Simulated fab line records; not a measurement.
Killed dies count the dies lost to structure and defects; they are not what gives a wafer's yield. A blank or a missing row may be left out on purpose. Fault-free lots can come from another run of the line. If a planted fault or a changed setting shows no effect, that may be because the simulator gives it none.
fab line records | flow sky130
record: lots: 24 wafers: 72 lastDay: 50
route steps=708 shown NWELL@63 LI_CONTACT@377 METAL2@486 VIA4@658 PASSIVATION@684
lots that met no fault: from a run of the same line without faults
startH: the number of hours between the record's first day and the start of the first shown wafer of the lot | waitH: hours from the lot's prior step to this one | " identical to the entry in the row above | L1.1+2: a row that stands for several wafers | - no value present, or no start provided | * or withheld: withheld | < > ~ a bound
route shown NAME@n: names a module that has steps shown in the file, with the first one's number in the route | usual: the fault-free wafers' mean and standard deviation | same: alike in all rows | chamber/n: place in a boat | sites: each site's reading | _std_site: the values' standard deviation | _edge_site: the outer-site mean with the inner-site mean subtracted | radiusMm: how far each site lies from the wafer's centre | mask NAME#n: copy n | behind: the most recent tool/chamber to have shaped the wafer | hold: why the lot was held/for how many hours/how that ended | device: transistor that didn't switch, given as n, p or np | end of line: the same wafers' tests at the end of the route | for a step that has no rows: nothing shown but its recipe | killed: count of dies lost to structure and defects at first sort (not the wafer's yield) | map: the dies of a wafer, with x for killed, . for not killed, _ for no die there
set.NAME: the setting that was run; set.NAME@STEP: the one run at that earlier step | model.NAME: the simulator's own value behind a step, which no gauge read
steps of the route over a sample of lots; a table a step, a row a wafer
services: the hour from which a tool's chamber was out of use, counted from the record's first day as startH (under 0 if before that day), plus the number of hours and why
== steps ==
step: SKY_NWELL_OVL_MEAS_10
usual: NWELL_00_OVL: 0.8/1.5
columns lot.wafer tool chamber startH waitH NWELL_00_OVL[nm]
L074.1 overlay-01 - 82.78 - 2.1
L074.2 " - " " 0.3
L074.6 " - " " 2.5
L075.2 overlay-01 - 90.27 - 0.6
L075.3 " - " " -0.4
L075.4 " - " " -1.3
L076.4 overlay-02 - 96.69 - 0.9
L076.5 " - " " -0.1
L076.6 " - " " -0.3
L077.3 overlay-01 - 102.97 - 0.8
L077.4 " - " " -0.8
L077.5 " - " " 0.3
L078.3 overlay-02 - 107.29 - 2.4
L078.5 " - " " 2.5
L078.6 " - " " 2.8
L079.1 overlay-01 - 116.21 - 2.0
L079.4 " - " " 1.0
L079.6 " - " " 2.4
L080.1 overlay-01 - 123.13 - 3.0
L080.3 " - " " 3.1
L080.5 " - " " 4.6
L081.1 overlay-01 - 130.33 - 1.3
L081.2 " - " " 3.5
L081.3 " - " " 1.4
L082.1 overlay-01 - 134.98 - 1.3
L082.2 " - " " 3.0
L082.3 " - " " -0.2
L083.1 overlay-02 - 137.68 - -0.7
L083.4 " - " " -1.3
L083.6 " - " " 0.2
L084.1 overlay-02 - 142.76 - 2.8
L084.3 " - " " 2.1
L084.4 " - " " 2.0
L085.2 overlay-01 - 151.29 - -0.4
L085.3 " - " " -0.7
L085.4 " - " " 1.1
L086.3 overlay-02 - 154.62 - 1.0
L086.4 " - " " 2.2
L086.6 " - " " -0.3
L087.2 overlay-01 - 162.42 - 0.4
L087.3 " - " " 1.0
L087.5 " - " " 0.2
L088.3 overlay-02 - 164.64 - -2.2
L088.5 " - " " -2.2
L088.6 " - " " 0.3
L089.2 overlay-02 - 167.53 - -1.1
L089.5 " - " " -0.5
L089.6 " - " " 0.6
L090.2 overlay-01 - 182.62 - 2.1
L090.5 " - " " 1.8
L090.6 " - " " 2.4
L091.1 overlay-02 - 183.18 - 0.1
L091.4 " - " " 1.4
L091.5 " - " " 2.0
L092.1 overlay-02 - 189.73 - -1.1
L092.5 " - " " -1.0
L092.6 " - " " -1.5
L093.2 overlay-01 - 195.33 - -0.9
L093.3 " - " " -0.7
L093.5 " - " " 0.5
L094.3 overlay-01 - 201.14 - 1.4
L094.5 " - " " 1.6
L094.6 " - " " 1.4
L095.1 overlay-02 - 209.96 - 0.1
L095.2 " - " " 0.1
L095.6 " - " " 1.3
L096.1 overlay-02 - 220.51 - -0.3
L096.3 " - " " 1.4
L096.5 " - " " 2.0
L097.2 overlay-01 - 228.14 - 2.6
L097.3 " - " " 0.2
L097.5 " - " " -0.9
step: SKY_LI_CONTACT_ETCH_15
recipe: target: PSG chemistry: C4F8/O2/Ar stopOn: Si taperDeg: 4.15 maskMaterial: KrF-thick sourceW: 1500 biasW: 1200 pressureMtorr: 40 c4f8FlowSccm: withheld O2_flow_sccm: 6 Ar_flow_sccm: 300 timeS: withheld targetDepthA: 6000
usual: biasW: 1200/3.2 oesProductAu: 0.837/0.0046
columns lot.wafer tool chamber startH waitH biasW oesProductAu
L074.1 rieDiel-01 1 672.63 0.0 1199 0.837
L074.2 " 3 " " 1204 0.849
L074.6 " 1 " " 1198 0.828
L075.2 rieDiel-02 1 685.62 0.0 1195 0.835
L075.3 " 3 " " 1202 0.837
L075.4 " 2 " " 1198 0.837
L076.4 rieDiel-01 3 695.16 0.0 1201 0.832
L076.5 " 1 " " 1205 0.840
L076.6 " 2 " " 1199 0.834
L077.3 rieDiel-03 0 705.67 0.0 1200 0.842
L077.4 " 1 " " 1199 0.844
L077.5 " 0 " " 1204 0.837
L078.3 rieDiel-02 2 713.47 0.0 1205 0.833
L078.5 " 0 " " 1202 0.838
L078.6 " 3 " " 1196 0.835
L079.1 rieDiel-02 2 724.76 0.0 1200 0.840
L079.4 " 1 " " 1204 0.836
L079.6 " 2 " " 1202 0.839
L080.1 rieDiel-01 1 735.56 0.0 1201 0.835
L080.3 " 3 " " 1208 0.844
L080.5 " 1 " " 1201 0.831
L081.1 rieDiel-01 2 741.78 0.0 1202 0.843
L081.2 " 1 " " 1198 0.832
L081.3 " 3 " " 1201 0.844
L082.1 rieDiel-02 0 747.36 0.0 1199 0.836
L082.2 " 1 " " 1204 0.833
L082.3 " 3 " " 1197 0.830
L083.1 rieDiel-01 0 749.33 0.0 1203 0.843
L083.4 " 0 " " 1202 0.837
L083.6 " 3 " " 1198 0.833
L084.1 rieDiel-02 3 765.17 0.0 1202 0.841
L084.3 " 1 " " 1198 0.838
L084.4 " 0 " " 1195 0.836
L085.2 rieDiel-01 2 772.58 0.0 1197 0.836
L085.3 " 3 " " 1201 0.831
L085.4 " 2 " " 1200 0.842
L086.3 rieDiel-03 1 777.97 0.0 1197 0.848
L086.4 " 2 " " 1208 0.834
L086.6 " 1 " " 1199 0.843
L087.2 rieDiel-03 1 783.16 0.0 1199 0.842
L087.3 " 2 " " 1203 0.822
L087.5 " 3 " " 1204 0.838
L088.3 rieDiel-03 2 788.17 0.0 1196 0.839
L088.5 " 2 " " 1193 0.839
L088.6 " 1 " " 1199 0.837
L089.2 rieDiel-01 3 791.48 0.0 1201 0.831
L089.5 " 3 " " 1202 0.834
L089.6 " 2 " " 1204 0.833
L090.2 rieDiel-03 0 809.06 0.0 1200 0.838
L090.5 " 1 " " 1197 0.838
L090.6 " 0 " " 1199 0.838
L091.1 rieDiel-02 0 809.97 0.0 1197 0.835
L091.4 " 2 " " 1201 0.838
L091.5 " 0 " " 1199 0.844
L092.1 rieDiel-02 0 821.46 0.0 1196 0.838
L092.5 " 3 " " 1199 0.841
L092.6 " 0 " " 1198 0.836
L093.2 rieDiel-03 2 825.87 0.0 1194 0.837
L093.3 " 1 " " 1200 0.849
L093.5 " 3 " " 1202 0.844
L094.3 rieDiel-03 0 835.47 0.0 1197 0.838
L094.5 " 2 " " 1198 0.827
L094.6 " 1 " " 1200 0.835
L095.1 rieDiel-02 3 844.16 0.0 1201 0.842
L095.2 " 1 " " 1202 0.840
L095.6 " 2 " " 1200 0.830
L096.1 rieDiel-03 0 855.56 0.0 1198 0.835
L096.3 " 3 " " 1198 0.832
L096.5 " 2 " " 1197 0.839
L097.2 rieDiel-03 0 862.16 0.0 1197 0.832
L097.3 " 2 " " 1201 0.840
L097.5 " 0 " " 1201 0.841
step: SKY_METAL2_SPUTTER_03
recipe: material: Ti targetThkNm: 5 powerW: 3000 timeS: 3.3 chamberPressurePa: 0.4
usual: throttleValvePct: 30.3/1.3
columns lot.wafer tool chamber startH waitH throttleValvePct
L074.1 pvdSputter-03 - 791.70 0.0 29.6
L074.2 " - " " 32.2
L074.6 " - " " 32.4
L075.2 pvdSputter-04 - 803.40 0.0 28.7
L075.3 " - " " 29.1
L075.4 " - " " 27.8
L076.4 pvdSputter-03 - 811.47 0.0 29.4
L076.5 " - " " 31.3
L076.6 " - " " 29.4
L077.3 pvdSputter-04 - 820.37 0.0 28.8
L077.4 " - " " 29.2
L077.5 " - " " 27.5
L078.3 pvdSputter-03 - 828.28 0.0 29.8
L078.5 " - " " 29.4
L078.6 " - " " 29.7
L079.1 pvdSputter-01 - 838.58 0.0 28.8
L079.4 " - " " 29.0
L079.6 " - " " 29.2
L080.1 pvdSputter-01 - 848.31 0.0 30.0
L080.3 " - " " 29.0
L080.5 " - " " 28.7
L081.1 pvdSputter-03 - 854.22 0.0 31.4
L081.2 " - " " 32.3
L081.3 " - " " 29.9
L082.1 pvdSputter-03 - 862.42 0.0 29.8
L082.2 " - " " 32.2
L082.3 " - " " 29.4
L083.1 pvdSputter-03 - 862.77 0.0 29.6
L083.4 " - " " 31.3
L083.6 " - " " 29.7
L084.1 pvdSputter-03 - 877.61 0.0 31.2
L084.3 " - " " 29.7
L084.4 " - " " 32.4
L085.2 pvdSputter-03 - 884.78 0.0 32.2
L085.3 " - " " 29.8
L085.4 " - " " 31.3
L086.3 pvdSputter-03 - 890.07 0.0 29.2
L086.4 " - " " 32.3
L086.6 " - " " 29.8
L087.2 pvdSputter-03 - 894.76 0.0 29.8
L087.3 " - " " 29.5
L087.5 " - " " 29.8
L088.3 pvdSputter-03 - 899.07 0.0 29.8
L088.5 " - " " 29.6
L088.6 " - " " 31.4
L089.2 pvdSputter-03 - 901.60 0.0 29.9
L089.5 " - " " 31.1
L089.6 " - " " 29.5
L090.2 pvdSputter-03 - 919.71 0.0 32.5
L090.5 " - " " 29.8
L090.6 " - " " 32.2
L091.1 pvdSputter-03 - 920.25 0.0 29.7
L091.4 " - " " 29.5
L091.5 " - " " 32.6
L092.1 pvdSputter-04 - 929.66 0.0 30.2
L092.5 " - " " 29.8
L092.6 " - " " 28.7
L093.2 pvdSputter-03 - 936.07 0.0 32.4
L093.3 " - " " 29.9
L093.5 " - " " 29.6
L094.3 pvdSputter-03 - 944.67 0.0 31.5
L094.5 " - " " 31.3
L094.6 " - " " 29.7
L095.1 pvdSputter-03 - 951.49 0.0 31.2
L095.2 " - " " 29.7
L095.6 " - " " 31.3
L096.1 pvdSputter-01 - 964.71 0.0 28.7
L096.3 " - " " 30.1
L096.5 " - " " 29.2
L097.2 pvdSputter-03 - 968.53 0.0 31.4
L097.3 " - " " 32.3
L097.5 " - " " 32.3
step: SKY_METAL2_RS_MEAS_05
recipe: thkMeasGauge: four-point-probe reads: TiN_of_METAL2_SPUTTER_04+Ti_of_METAL2_SPUTTER_03+AlCu_of_METAL2_SPUTTER_02+TiN_of_METAL2_SPUTTER_01+Ti_of_METAL2_SPUTTER_00
usual: METAL2_ALCU_RS: 0.1265/0.0021
columns lot.wafer tool chamber startH waitH METAL2_ALCU_RS[ohm/sq]
L074.1 filmMetro-01 - 791.77 0.0 0.1291
L074.2 " - " " 0.1271
L074.6 " - " " 0.1263
L075.2 filmMetro-01 - 805.08 0.0 0.1306
L075.3 " - " " 0.1281
L075.4 " - " " 0.1295
L076.4 filmMetro-01 - 811.59 0.1 0.1287
L076.5 " - " " 0.1261
L076.6 " - " " 0.1279
L077.3 filmMetro-02 - 820.48 0.1 0.1273
L077.4 " - " " 0.1274
L077.5 " - " " 0.1274
L078.3 filmMetro-01 - 828.39 0.1 0.1277
L078.5 " - " " 0.1260
L078.6 " - " " 0.1282
L079.1 filmMetro-04 - 838.65 0.0 0.1263
L079.4 " - " " 0.1258
L079.6 " - " " 0.1259
L080.1 filmMetro-02 - 848.37 0.0 0.1265
L080.3 " - " " 0.1288
L080.5 " - " " 0.1300
L081.1 filmMetro-02 - 854.29 0.0 0.1244
L081.2 " - " " 0.1253
L081.3 " - " " 0.1282
L082.1 filmMetro-02 - 862.49 0.0 0.1313
L082.2 " - " " 0.1276
L082.3 " - " " 0.1302
L083.1 filmMetro-02 - 862.84 0.0 0.1274
L083.4 " - " " 0.1237
L083.6 " - " " 0.1287
L084.1 filmMetro-02 - 877.67 0.0 0.1218
L084.3 " - " " 0.1255
L084.4 " - " " 0.1251
L085.2 filmMetro-02 - 884.87 0.0 0.1255
L085.3 " - " " 0.1279
L085.4 " - " " 0.1236
L086.3 filmMetro-02 - 890.18 0.1 0.1246
L086.4 " - " " 0.1250
L086.6 " - " " 0.1272
L087.2 filmMetro-02 - 894.84 0.0 0.1249
L087.3 " - " " 0.1276
L087.5 " - " " 0.1273
L088.3 filmMetro-01 - 899.18 0.1 0.1275
L088.5 " - " " 0.1270
L088.6 " - " " 0.1254
L089.2 filmMetro-01 - 901.69 0.0 0.1243
L089.5 " - " " 0.1224
L089.6 " - " " 0.1237
L090.2 filmMetro-02 - 919.79 0.0 0.1258
L090.5 " - " " 0.1273
L090.6 " - " " 0.1253
L091.1 filmMetro-02 - 920.32 0.0 0.1275
L091.4 " - " " 0.1253
L091.5 " - " " 0.1238
L092.1 filmMetro-02 - 929.72 0.0 0.1287
L092.5 " - " " 0.1287
L092.6 " - " " 0.1279
L093.2 filmMetro-04 - 936.16 0.0 0.1252
L093.3 " - " " 0.1287
L093.5 " - " " 0.1274
L094.3 filmMetro-01 - 944.78 0.1 0.1236
L094.5 " - " " 0.1223
L094.6 " - " " 0.1228
L095.1 filmMetro-02 - 951.55 0.0 0.1245
L095.2 " - " " 0.1278
L095.6 " - " " 0.1242
L096.1 filmMetro-01 - 964.78 0.0 0.1298
L096.3 " - " " 0.1260
L096.5 " - " " 0.1310
L097.2 filmMetro-02 - 968.62 0.0 0.1265
L097.3 " - " " 0.1260
L097.5 " - " " 0.1262
step: SKY_VIA4_RS_MEAS_19
recipe: thkMeasGauge: four-point-probe reads: W_of_VIA4_CVD_18+TiN_of_VIA4_SPUTTER_17
usual: VIA4_W_RS: 0.225/0.0052
columns lot.wafer tool chamber startH waitH VIA4_W_RS[ohm/sq]
L074.1 filmMetro-03 - 1002.49 0.1 0.227
L074.2 " - " " 0.226
L074.6 " - " " 0.227
L075.2 filmMetro-03 - 1014.44 0.1 0.225
L075.3 " - " " 0.226
L075.4 " - " " 0.228
L076.4 filmMetro-02 - 1021.87 0.1 0.225
L076.5 " - " " 0.221
L076.6 " - " " 0.224
L077.3 filmMetro-01 - 1026.69 0.1 0.226
L077.4 " - " " 0.229
L077.5 " - " " 0.224
L078.3 filmMetro-02 - 1036.47 0.1 0.226
L078.5 " - " " 0.226
L078.6 " - " " 0.223
L079.1 filmMetro-02 - 1044.38 0.1 0.229
L079.4 " - " " 0.217
L079.6 " - " " 0.217
L080.1 filmMetro-02 - 1051.69 0.1 0.224
L080.3 " - " " 0.225
L080.5 " - " " 0.223
L081.1 filmMetro-02 - 1058.06 0.1 0.229
L081.2 " - " " 0.218
L081.3 " - " " 0.231
L082.1 filmMetro-02 - 1062.38 0.1 0.219
L082.2 " - " " 0.232
L082.3 " - " " 0.219
L083.1 filmMetro-02 - 1065.13 0.1 0.226
L083.4 " - " " 0.225
L083.6 " - " " 0.215
L084.1 filmMetro-02 - 1075.95 0.1 0.228
L084.3 " - " " 0.221
L084.4 " - " " 0.230
L085.2 filmMetro-02 - 1083.33 0.1 0.222
L085.3 " - " " 0.228
L085.4 " - " " 0.227
L086.3 filmMetro-02 - 1085.92 0.1 0.218
L086.4 " - " " 0.229
L086.6 " - " " 0.221
L087.2 filmMetro-01 - 1089.96 0.1 0.216
L087.3 " - " " 0.217
L087.5 " - " " 0.226
L088.3 filmMetro-02 - 1094.51 0.1 0.229
L088.5 " - " " 0.223
L088.6 " - " " 0.230
L089.2 filmMetro-02 - 1096.56 0.1 0.231
L089.5 " - " " 0.232
L089.6 " - " " 0.227
L090.2 filmMetro-03 - 1111.02 0.1 0.227
L090.5 " - " " 0.215
L090.6 " - " " 0.226
L091.1 filmMetro-02 - 1111.64 0.1 0.231
L091.4 " - " " 0.227
L091.5 " - " " 0.230
L092.1 filmMetro-02 - 1118.70 0.1 0.226
L092.5 " - " " 0.230
L092.6 " - " " 0.227
L093.2 filmMetro-03 - 1124.52 0.1 0.227
L093.3 " - " " 0.227
L093.5 " - " " 0.227
L094.3 filmMetro-02 - 1131.19 0.1 0.216
L094.5 " - " " 0.213
L094.6 " - " " 0.225
L095.1 filmMetro-01 - 1137.46 0.1 0.216
L095.2 " - " " 0.227
L095.6 " - " " 0.228
L096.1 filmMetro-01 - 1148.10 0.1 0.216
L096.3 " - " " 0.217
L096.5 " - " " 0.228
L097.2 filmMetro-01 - 1149.82 0.1 0.213
L097.3 " - " " 0.215
L097.5 " - " " 0.217
step: SKY_PASSIVATION_THK_MEAS_03
recipe: reads: Si3N4_of_PASSIVATION_CVD_02
usual: PASSIVATION_CVD_02_THK: 544/7.9
columns lot.wafer tool chamber startH waitH PASSIVATION_CVD_02_THK[nm]
L074.1 filmMetro-03 - 1027.57 - 542
L074.2 " - " " 536
L074.6 " - " " 547
L075.2 filmMetro-01 - 1038.78 - 548
L075.3 " - " " 528
L075.4 " - " " 557
L076.4 filmMetro-04 - 1047.01 - 544
L076.5 " - " " 547
L076.6 " - " " 536
L077.3 filmMetro-04 - 1051.70 - 540
L077.4 " - " " 550
L077.5 " - " " 550
L078.3 filmMetro-01 - 1059.73 - 544
L078.5 " - " " 551
L078.6 " - " " 550
L079.1 filmMetro-01 - 1067.47 - 533
L079.4 " - " " 545
L079.6 " - " " 553
L080.1 filmMetro-01 - 1074.96 - 541
L080.3 " - " " 542
L080.5 " - " " 551
L081.1 filmMetro-01 - 1080.33 - 542
L081.2 " - " " 548
L081.3 " - " " 546
L082.1 filmMetro-03 - 1084.94 - 541
L082.2 " - " " 534
L082.3 " - " " 547
L083.1 filmMetro-04 - 1087.92 - 538
L083.4 " - " " 546
L083.6 " - " " 544
L084.1 filmMetro-04 - 1098.58 - 535
L084.3 " - " " 539
L084.4 " - " " 552
L085.2 filmMetro-03 - 1105.16 - 538
L085.3 " - " " 538
L085.4 " - " " 543
L086.3 filmMetro-03 - 1108.28 - 534
L086.4 " - " " 542
L086.6 " - " " 555
L087.2 filmMetro-04 - 1111.87 - 529
L087.3 " - " " 545
L087.5 " - " " 535
L088.3 filmMetro-03 - 1117.07 - 549
L088.5 " - " " 554
L088.6 " - " " 548
L089.2 filmMetro-01 - 1118.66 - 541
L089.5 " - " " 551
L089.6 " - " " 559
L090.2 filmMetro-01 - 1132.58 - 536
L090.5 " - " " 550
L090.6 " - " " 554
L091.1 filmMetro-01 - 1133.11 - 539
L091.4 " - " " 550
L091.5 " - " " 547
L092.1 filmMetro-03 - 1140.32 - 550
L092.5 " - " " 553
L092.6 " - " " 556
L093.2 filmMetro-03 - 1144.77 - 528
L093.3 " - " " 533
L093.5 " - " " 535
L094.3 filmMetro-01 - 1151.70 - 547
L094.5 " - " " 561
L094.6 " - " " 557
L095.1 filmMetro-04 - 1157.89 - 531
L095.2 " - " " 546
L095.6 " - " " 550
L096.1 filmMetro-01 - 1167.42 - 541
L096.3 " - " " 546
L096.5 " - " " 546
L097.2 filmMetro-01 - 1169.45 - 533
L097.3 " - " " 533
L097.5 " - " " 543
== services ==
columns tool chamber startH hours kind
rieDiel-02 1 655.63 4.6 repair
rieDiel-01 0 684.13 2.4 repair
rieDiel-02 - 697.52 0.8 repair
pvdSputter-03 - 709.37 7.0 repair
pvdSputter-01 - 715.04 0.6 repair
rieDiel-02 1 720.77 2.6 repair
rieDiel-02 3 721.18 6.8 repair
rieDiel-02 3 730.48 6.7 repair
rieDiel-01 2 749.32 10.4 repair
rieDiel-01 - 759.41 0.7 repair
rieDiel-01 2 759.84 1.7 repair
rieDiel-01 1 767.06 5.5 repair
pvdSputter-03 - 783.16 1.0 repair
pvdSputter-03 - 802.28 6.8 repair
rieDiel-01 - 803.53 0.2 repair
rieDiel-02 3 806.26 4.5 repair
rieDiel-02 0 839.65 5.1 repair
rieDiel-03 1 869.45 3.6 repair
rieDiel-01 2 899.05 6.9 repair
rieDiel-01 1 906.12 6.2 repair
rieDiel-02 2 930.38 1.9 repair
rieDiel-01 3 948.25 13.8 repair
rieDiel-03 1 959.38 1.4 repair
rieDiel-02 1 965.91 11.0 repair
== key ==
fault none
